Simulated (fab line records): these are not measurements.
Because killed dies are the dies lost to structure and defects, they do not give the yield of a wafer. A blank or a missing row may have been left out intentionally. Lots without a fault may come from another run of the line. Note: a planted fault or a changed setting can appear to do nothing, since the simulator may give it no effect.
Split-lot experiment ; flow sfq line ; 23 wafers read across 5 lots, on a route 325 steps long

THE SPLIT ITSELF
At SFQ_TRILAYER_M4_LITHO_EXPOSE_094 (exposes mask M4, target cd 500 nm), the setting dose mj was moved away from the recipe's 14.4 on 11 of the 23 wafers read, by -2.1% to +6.5%. The other wafers ran this setting at the recipe's value.

FROM THE SPLIT TO THE READING: what the file shows between them, 3 steps
- SFQ_TRILAYER_M4_LITHO_PEB_096: peb time 60 s
- SFQ_TRILAYER_M4_LITHO_DEVELOP_095: time 60 s
- SFQ_TRILAYER_M4_BARC_OPEN_METAL_ETCH_123: etches BARC in O2, target depth 125 nm, time 41.7 s

THE READING
M4.cd nm (the simulator's own value, which no gauge read), in nm, at SFQ_TRILAYER_M4_ETCH_METAL_ETCH_096 (etches Nb in Cl2/Ar, stops on SiO2, target depth 240 nm, time 120 s). The file does not state a usual value for it. Across the 12 wafers here that went through the recipe, the average is 501.5 nm and the standard deviation 1.9 nm.

wafer;tool, chamber at the split;dose mj as run;against the recipe;M4.cd nm, nm;against lot-mates on the recipe
L074.1;krf scanner-02, 0;14.4;recipe;504.5;-
L074.5;krf scanner-02, 0;14.4;recipe;503.5;-
L074.6;krf scanner-02, 0;14.4;recipe;497.3;-
L076.1;krf scanner-02, 0;15.33;+6.5%;490.9;-10.6
L076.2;krf scanner-02, 0;15.33;+6.5%;491.9;-9.6
L076.4;krf scanner-02, 0;14.4;recipe;501.8;-
L076.5;krf scanner-02, 0;15.33;+6.5%;491.1;-10.4
L076.6;krf scanner-02, 0;14.4;recipe;501.1;-
L077.2;krf scanner-02, 0;15.34;+6.5%;489.9;-10.0
L077.3;krf scanner-02, 0;14.4;recipe;499.2;-
L077.4;krf scanner-02, 0;15.34;+6.5%;489;-10.9
L077.5;krf scanner-02, 0;14.4;recipe;500.6;-
L077.6;krf scanner-02, 0;15.34;+6.5%;493;-6.9
L081.1;krf scanner-01, 0;14.4;recipe;501.4;-
L081.2;krf scanner-01, 0;14.4;recipe;502.2;-
L081.3;krf scanner-01, 0;14.4;recipe;500;-
L081.4;krf scanner-01, 0;14.1;-2.1%;506.3;+5.1
L081.5;krf scanner-01, 0;14.1;-2.1%;506.8;+5.6
L083.1;krf scanner-01, 0;14.96;+3.9%;497.5;-5.6
L083.2;krf scanner-01, 0;14.96;+3.9%;498.3;-4.8
L083.4;krf scanner-01, 0;14.4;recipe;502.5;-
L083.5;krf scanner-01, 0;14.96;+3.9%;495.8;-7.2
L083.6;krf scanner-01, 0;14.4;recipe;503.6;-

FIT RESULTS
A straight line over all 23 wafers: M4.cd nm changes by -1.63 nm for each +1% of dose mj; r = -0.94; the points scatter about the line by 1.9 nm.
The same after taking each lot's own level away (the mean of its wafers on the recipe; 23 wafers): -1.58 nm for each +1%; r = -0.95; scatter 1.6 nm.
According to that fit, moving dose mj by its largest amount changes the reading by 10 nm.
The span of the lots' own levels, 499.90 to 503.05 nm, comes to 1.6 times the standard deviation stated above.
The two slopes are in agreement: the lot-to-lot level therefore moves the slope only a little.
Check: for one of the wafers moved furthest among these (+6.5%), held out of the fit, the line's prediction against its lot-mates is -9.95 nm. It came out at -10 nm against them.

FURTHER SPLITS ON THESE WAFERS
Note: prior to the reading, these wafers also went through further splits. Each is held against what the fit with the lots' levels taken away leaves over:
other split on the same wafers;wafers away from the commonest value;r with M4.cd nm (lot level and that fit taken away)
SFQ_TRILAYER_M3_LITHO_PEB_078 peb time s;9;+0.00
SFQ_TRILAYER_I3_DEP_PECVD_081 time s;8;-0.18
SFQ_TRILAYER_I3_VIA_LITHO_EXPOSE_086 dose mj;8;-0.11
SFQ_TRILAYER_M4_LITHO_COAT_093 spin rpm;10;-0.10

THE WHOLE CHAIN: every reading that the file lists as answering this split, in the file's order
step;what it does;reading;change (the file's fit);r (the file's)
SFQ_TRILAYER_M4_BARC_OPEN_METAL_ETCH_123;etches BARC in O2, target depth 125 nm, time 41.7 s;M4.cd nm (the simulator's own value, which no gauge read);-1.58 nm for each +1% of the setting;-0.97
SFQ_TRILAYER_M4_ETCH_METAL_ETCH_096;etches Nb in Cl2/Ar, stops on SiO2, target depth 240 nm, time 120 s;M4.cd nm (the simulator's own value, which no gauge read);-1.54 nm for each +1% of the setting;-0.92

FILE'S OWN FIT
M4.cd nm changes by -1.54 nm for each +1% of dose mj, r = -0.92.
